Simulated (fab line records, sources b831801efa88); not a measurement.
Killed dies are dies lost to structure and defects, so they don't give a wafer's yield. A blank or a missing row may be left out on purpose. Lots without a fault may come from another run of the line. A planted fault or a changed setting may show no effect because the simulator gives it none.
Which tool did it? | flow gf180mcu | 13 lots, 39 wafers sampled, at 5 steps of a route of 602

WHAT THE GAUGES READ, wafer by wafer
GF_CONTACT_THK_MEAS_01. Usual: CONTACT_CVD_00_THK 300 nm, standard deviation 3.
lot  | measured     | on            | CONTACT_CVD_00_THK (nm) | flag
L415 | day 15 13:33 | film_metro-02 | 299 301 303             |
L417 | day 16 06:02 | film_metro-02 | 291 299 297             |
L422 | day 18 03:46 | film_metro-01 | 300 299 299             |
L423 | day 18 05:20 | film_metro-01 | 301 303 299             |
L425 | day 19 02:26 | film_metro-04 | 299 304 300             |
L426 | day 19 11:55 | film_metro-04 | 303 302 303             |
L427 | day 19 22:13 | film_metro-04 | 292 301 298             |
L430 | day 20 22:26 | film_metro-01 | 301 303 304             |
L433 | day 21 21:17 | film_metro-01 | 293 301 301             |
L434 | day 22 06:16 | film_metro-04 | 303 301 301             |
L435 | day 22 12:29 | film_metro-02 | 304 301 302             |
L436 | day 23 01:58 | film_metro-02 | 297 298 300             |
L437 | day 23 10:37 | film_metro-04 | 301 301 300             |

GF_CONTACT_CD_MEAS_14: target cd 220 nm. Usual: cd_nm 220.3 nm, standard deviation 1.5.
lot  | measured     | on        | cd_nm (nm)        | flag
L415 | day 16 12:29 | cd_sem-01 | 219.7 220.5 222.0 |
L417 | day 17 04:37 | cd_sem-01 | 218.8 217.7 219.3 |
L422 | day 19 04:37 | cd_sem-01 | 219.2 220.5 220.4 |
L423 | day 19 05:35 | cd_sem-02 | 222.4 221.5 222.2 |
L425 | day 20 04:10 | cd_sem-01 | 220.5 220.9 220.5 |
L426 | day 20 13:47 | cd_sem-02 | 219.9 221.4 220.5 |
L427 | day 20 23:31 | cd_sem-02 | 194.9 194.4 194.1 | OFF
L430 | day 21 23:01 | cd_sem-01 | 219.6 219.8 220.1 |
L433 | day 22 21:01 | cd_sem-02 | 222.2 221.1 220.7 |
L434 | day 23 05:26 | cd_sem-02 | 219.1 220.7 221.7 |
L435 | day 23 11:40 | cd_sem-02 | 217.9 218.5 218.9 |
L436 | day 24 01:18 | cd_sem-01 | 219.4 221.3 220.7 |
L437 | day 24 09:42 | cd_sem-02 | 219.0 219.5 218.8 |

WHICH TOOL RAN EACH LOT (tool, then ch and the chambers of the sampled wafers, then the start)
lot  | GF_SAB_CVD_00                   | GF_SALICIDE_SPUTTER_03       | GF_CONTACT_EXPOSE_11
L415 | pecvd-04 ch 0,1, day 14 14:49   | pvd_sputter-04, day 15 12:55 | krf_scanner-02 ch 0, day 16 01:39
L417 | pecvd-03 ch 0,2, day 15 06:58   | pvd_sputter-03, day 16 05:30 | krf_scanner-01 ch 0, day 16 18:21
L422 | pecvd-03 ch 0,1, day 17 03:07   | pvd_sputter-03, day 18 03:12 | krf_scanner-02 ch 0, day 18 16:31
L423 | pecvd-03 ch 1,2, day 17 05:16   | pvd_sputter-04, day 18 04:47 | krf_scanner-02 ch 0, day 18 17:52
L425 | pecvd-02 ch 0,1,2, day 18 02:04 | pvd_sputter-04, day 19 01:53 | krf_scanner-01 ch 0, day 19 15:56
L426 | pecvd-04 ch 0,1, day 18 11:06   | pvd_sputter-04, day 19 11:22 | krf_scanner-01 ch 0, day 20 01:41
L427 | pecvd-04 ch 1,2, day 18 20:51   | pvd_sputter-03, day 19 21:33 | krf_scanner-02 ch 0, day 20 11:08
L430 | pecvd-02 ch 0,2, day 19 20:40   | pvd_sputter-03, day 20 21:53 | krf_scanner-02 ch 0, day 21 11:21
L433 | pecvd-02 ch 0,1,2, day 20 21:00 | pvd_sputter-02, day 21 20:44 | krf_scanner-02 ch 0, day 22 09:39
L434 | pecvd-04 ch 0,2, day 21 05:46   | pvd_sputter-03, day 22 05:41 | krf_scanner-02 ch 0, day 22 17:47
L435 | pecvd-02 ch 0,1, day 21 12:06   | pvd_sputter-02, day 22 11:56 | krf_scanner-02 ch 0, day 23 01:07
L436 | pecvd-03 ch 1,2, day 22 01:27   | pvd_sputter-02, day 23 01:24 | krf_scanner-02 ch 0, day 23 13:40
L437 | pecvd-02 ch 0,1, day 22 10:15   | pvd_sputter-04, day 23 10:03 | krf_scanner-02 ch 0, day 23 23:20
- GF_SAB_CVD_00: deposits SiO2 from TEOS, target thk 50 nm, time 4.9302 s.
- GF_SALICIDE_SPUTTER_03: material TiN, target thk 20 nm, time 16.7 s.
- GF_CONTACT_EXPOSE_11: exposes mask Contact, target cd 220 nm.

WHAT THE TOOLS THEMSELVES READ (means of the sampled wafers that have a number; where no wafer has one, the mark that the record gives instead)
GF_SAB_CVD_00. Usual: heater_power_w 695 W, standard deviation 99.
lot  | tool     | heater_power_w (W) | flag
L415 | pecvd-04 | 668                |
L417 | pecvd-03 | 650                |
L422 | pecvd-03 | 797                |
L423 | pecvd-03 | 659                |
L425 | pecvd-02 | 709                |
L426 | pecvd-04 | 648                |
L427 | pecvd-04 | 711                |
L430 | pecvd-02 | 685                |
L433 | pecvd-02 | 724                |
L434 | pecvd-04 | 654                |
L435 | pecvd-02 | 723                |
L436 | pecvd-03 | 666                |
L437 | pecvd-02 | 722                |

GF_SALICIDE_SPUTTER_03. Usual: throttle_valve_pct 30.4 %, standard deviation 1.1.
lot  | tool           | throttle_valve_pct (%) | flag
L415 | pvd_sputter-04 | 30.3                   |
L417 | pvd_sputter-03 | 30.4                   |
L422 | pvd_sputter-03 | 30.3                   |
L423 | pvd_sputter-04 | 31.3                   |
L425 | pvd_sputter-04 | 30.8                   |
L426 | pvd_sputter-04 | 30.3                   |
L427 | pvd_sputter-03 | 29.9                   |
L430 | pvd_sputter-03 | 30.2                   |
L433 | pvd_sputter-02 | 29.5                   |
L434 | pvd_sputter-03 | 30.1                   |
L435 | pvd_sputter-02 | 31.0                   |
L436 | pvd_sputter-02 | 30.8                   |
L437 | pvd_sputter-04 | 30.6                   |

GF_CONTACT_EXPOSE_11. Usual: reticle_temp_C 23.00 C, standard deviation 0.11; stage_vel_mm_s 500.03 mm/s, standard deviation 0.3.
lot  | tool           | reticle_temp_C (C) | stage_vel_mm_s (mm/s) | flag
L415 | krf_scanner-02 | 23.08              | 499.69                |
L417 | krf_scanner-01 | 23.04              | 499.98                |
L422 | krf_scanner-02 | 22.98              | 500.31                |
L423 | krf_scanner-02 | 22.98              | 500.00                |
L425 | krf_scanner-01 | 22.86              | 499.95                |
L426 | krf_scanner-01 | 23.01              | 500.21                |
L427 | krf_scanner-02 | 22.87              | 499.91                |
L430 | krf_scanner-02 | 22.95              | 499.79                |
L433 | krf_scanner-02 | 23.04              | 499.97                |
L434 | krf_scanner-02 | 23.22              | 500.35                |
L435 | krf_scanner-02 | 23.14              | 499.76                |
L436 | krf_scanner-02 | 23.11              | 500.17                |
L437 | krf_scanner-02 | 22.88              | 499.98                |

THE ANSWER, worked out from the rows above alone
Rule: a lot is off if the mean of its wafers that have a number lies more than 3 standard deviations from the usual mean. A lot without any number at a reading at which 4 lots or more have one is off too. The other lots that the step has rows for count as sound. The gauges are gone through in route order, then the tools' own readings, and for those a lot's mean is taken as printed above. The first step at which some lot is off is used, and at that step the reading that is off furthest; a lot without a number counts as furthest.
Off: L427, at GF_CONTACT_CD_MEAS_14 (cd_nm).
A tool fits if, at a process step before that reading, it ran every lot that is off, and no sound lot after the first of them. The gauges at GF_CONTACT_CD_MEAS_14 are tried like those tools. None of those tried fits.

WHAT THE SIMULATOR HAD PUT IN
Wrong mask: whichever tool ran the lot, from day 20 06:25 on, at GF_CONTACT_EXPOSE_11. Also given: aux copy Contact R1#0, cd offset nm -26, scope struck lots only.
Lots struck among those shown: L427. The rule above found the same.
